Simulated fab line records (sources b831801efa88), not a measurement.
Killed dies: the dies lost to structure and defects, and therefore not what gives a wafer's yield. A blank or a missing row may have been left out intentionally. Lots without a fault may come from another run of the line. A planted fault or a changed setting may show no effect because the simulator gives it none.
Which tool was responsible?    flow gf180mcu    14 lots with 42 wafers sampled at 5 steps, on a route of 602 steps

## WHAT THE GAUGES READ, wafer by wafer
GF_VT_IMPLANT_TW_MEAS_43. Usual: VT_IMPLANT_4_TW 691, standard deviation 6.1.
lot   measured      on             VT_IMPLANT_4_TW  flag
L310  day 7 10:52   film metro-02  685 686 687      
L311  day 7 18:21   film metro-02  684 684 685      
L312  day 8 01:25   film metro-02  684 686 688      
L314  day 8 16:25   film metro-03  692 693 693      
L315  day 8 18:47   film metro-03  738 734 736      OFF
L316  day 9 00:26   film metro-03  698 700 703      
L317  day 9 08:34   film metro-02  730 733 732      OFF
L322  day 10 16:47  film metro-02  693 691 691      
L324  day 11 05:11  film metro-03  699 693 695      
L325  day 11 11:07  film metro-02  687 689 685      
L327  day 12 05:53  film metro-02  689 688 691      
L329  day 12 20:04  film metro-02  688 692 693      
L330  day 13 09:26  film metro-03  701 702 700      
L331  day 13 23:41  film metro-01  680 684 681      

GF_VT_IMPLANT_RS_MEAS_48: measurement is done with a four-point probe. Usual: LVPWELL_RS 1199.0 ohm/sq, standard deviation 2.6.
lot   measured      on             LVPWELL_RS (ohm/sq)   flag
L310  day 7 11:19   film metro-03  1201.3 1198.3 1201.0  
L311  day 7 18:49   film metro-03  1198.8 1201.9 1199.7  
L312  day 8 01:53   film metro-03  1200.5 1198.8 1197.8  
L314  day 8 16:53   film metro-04  1201.3 1201.7 1202.2  
L315  day 8 19:14   film metro-03  1197.9 1199.1 1200.5  
L316  day 9 00:53   film metro-04  1198.3 1198.8 1195.6  
L317  day 9 09:01   film metro-03  1200.3 1203.2 1200.6  
L322  day 10 17:23  film metro-04  1200.1 1195.5 1197.8  
L324  day 11 05:38  film metro-01  1195.6 1196.0 1200.8  
L325  day 11 11:34  film metro-04  1200.6 1199.0 1200.5  
L327  day 12 06:20  film metro-01  1201.8 1202.8 1205.6  
L329  day 12 20:35  film metro-04  1202.4 1200.5 1200.4  
L330  day 13 09:53  film metro-03  1199.7 1198.9 1198.4  
L331  day 14 00:08  film metro-04  1195.1 1193.9 1195.0  

GF_HV_LDD_TW_MEAS_50. Usual: HV_LDD_4_TW 570, standard deviation 5.2.
lot   measured      on             HV_LDD_4_TW  flag
L310  day 12 05:41  film metro-01  569 569 568  
L311  day 12 18:16  film metro-04  569 572 569  
L312  day 13 03:44  film metro-03  576 579 576  
L314  day 13 20:40  film metro-04  567 567 568  
L315  day 13 21:02  film metro-04  570 569 569  
L316  day 14 05:44  film metro-03  579 573 576  
L317  day 14 11:46  film metro-04  568 568 567  
L322  day 16 05:17  film metro-04  566 565 569  
L324  day 16 21:16  film metro-01  563 564 563  
L325  day 17 03:35  film metro-04  563 562 561  
L327  day 18 01:42  film metro-03  577 578 579  
L329  day 18 16:26  film metro-03  577 580 577  
L330  day 19 10:32  film metro-04  567 567 565  
L331  day 20 02:20  film metro-01  566 564 562  

GF_V1_OVL_MEAS_15. Usual: V1_OVL 0 nm, standard deviation 4.9.
lot   measured      on          V1_OVL (nm)  flag
L310  day 18 07:08  overlay-02  2 -5 2       
L311  day 18 14:57  overlay-02  -6 -7 -5     
L312  day 19 02:09  overlay-01  1 -2 3       
L314  day 19 20:12  overlay-01  4 2 7        
L315  day 19 22:00  overlay-02  -3 -5 3      
L316  day 20 06:32  overlay-01  8 0 3        
L317  day 20 12:32  overlay-02  0 -8 -5      
L322  day 22 10:51  overlay-02  -7 -6 -7     
L324  day 23 01:06  overlay-01  7 -1 -4      
L325  day 23 08:38  overlay-01  0 -7 -4      
L327  day 24 05:05  overlay-02  5 3 4        
L329  day 24 19:51  overlay-01  2 10 5       
L330  day 25 13:05  overlay-01  3 -3 -4      
L331  day 26 02:32  overlay-01  -2 -9 -6     

## TOOL THAT RAN EACH LOT (tool first, then ch and the chambers of the sampled wafers, then the start)
lot   GF_VT_IMPLANT_IMPLANT_41
L310  implanter-03 ch 0, day 7 10:37
L311  implanter-01 ch 0, day 7 18:07
L312  implanter-04 ch 0, day 8 01:11
L314  implanter-03 ch 0, day 8 16:11
L315  implanter-04 ch 0, day 8 18:32
L316  implanter-01 ch 0, day 9 00:11
L317  implanter-04 ch 0, day 9 08:19
L322  implanter-03 ch 0, day 10 16:32
L324  implanter-01 ch 0, day 11 04:56
L325  implanter-01 ch 0, day 11 10:52
L327  implanter-04 ch 0, day 12 05:38
L329  implanter-04 ch 0, day 12 19:43
L330  implanter-04 ch 0, day 13 09:11
L331  implanter-04 ch 0, day 13 23:26
- GF_VT_IMPLANT_IMPLANT_41

## AS READ BY THE TOOLS THEMSELVES (means over the sampled wafers that have a number; for cases with no such wafer, the mark the record gives instead)
GF_VT_IMPLANT_IMPLANT_41. Usual: 69.998 for beam energy keV, sd 0.023.
lot   tool          beam energy keV  flag
L310  implanter-03  70.020           
L311  implanter-01  70.007           
L312  implanter-04  70.011           
L314  implanter-03  69.990           
L315  implanter-04  86.110           OFF
L316  implanter-01  69.986           
L317  implanter-04  86.115           OFF
L322  implanter-03  70.014           
L324  implanter-01  69.996           
L325  implanter-01  70.006           
L327  implanter-04  69.970           
L329  implanter-04  69.989           
L330  implanter-04  70.013           
L331  implanter-04  70.003           

## THE ANSWER, worked out from the rows above alone
Rule: take the mean of a lot's wafers that have a number; if it is more than 3 standard deviations from the usual mean, the lot is off. A lot without any number at a reading at which 4 lots or more have one is off too. All remaining lots with rows at the step are treated as sound. The gauges are gone through in route order, then the tools' own readings, and for those a lot's mean is taken as printed above. The first step at which some lot is off is used, and at that step the reading that is off furthest; a lot without a number counts as furthest.
Off: at GF_VT_IMPLANT_TW_MEAS_43 (VT_IMPLANT_4_TW), L315, L317.
If a tool, at a process step before that reading, ran all the lots that are off and no sound lot after the first of them, it fits. Not tried: the gauges at GF_VT_IMPLANT_TW_MEAS_43; whatever is off there is also off at GF_VT_IMPLANT_IMPLANT_41, on other tools, and gauge error can't account for it. Of those tried, none fits.

## WHAT THE SIMULATOR PUT IN
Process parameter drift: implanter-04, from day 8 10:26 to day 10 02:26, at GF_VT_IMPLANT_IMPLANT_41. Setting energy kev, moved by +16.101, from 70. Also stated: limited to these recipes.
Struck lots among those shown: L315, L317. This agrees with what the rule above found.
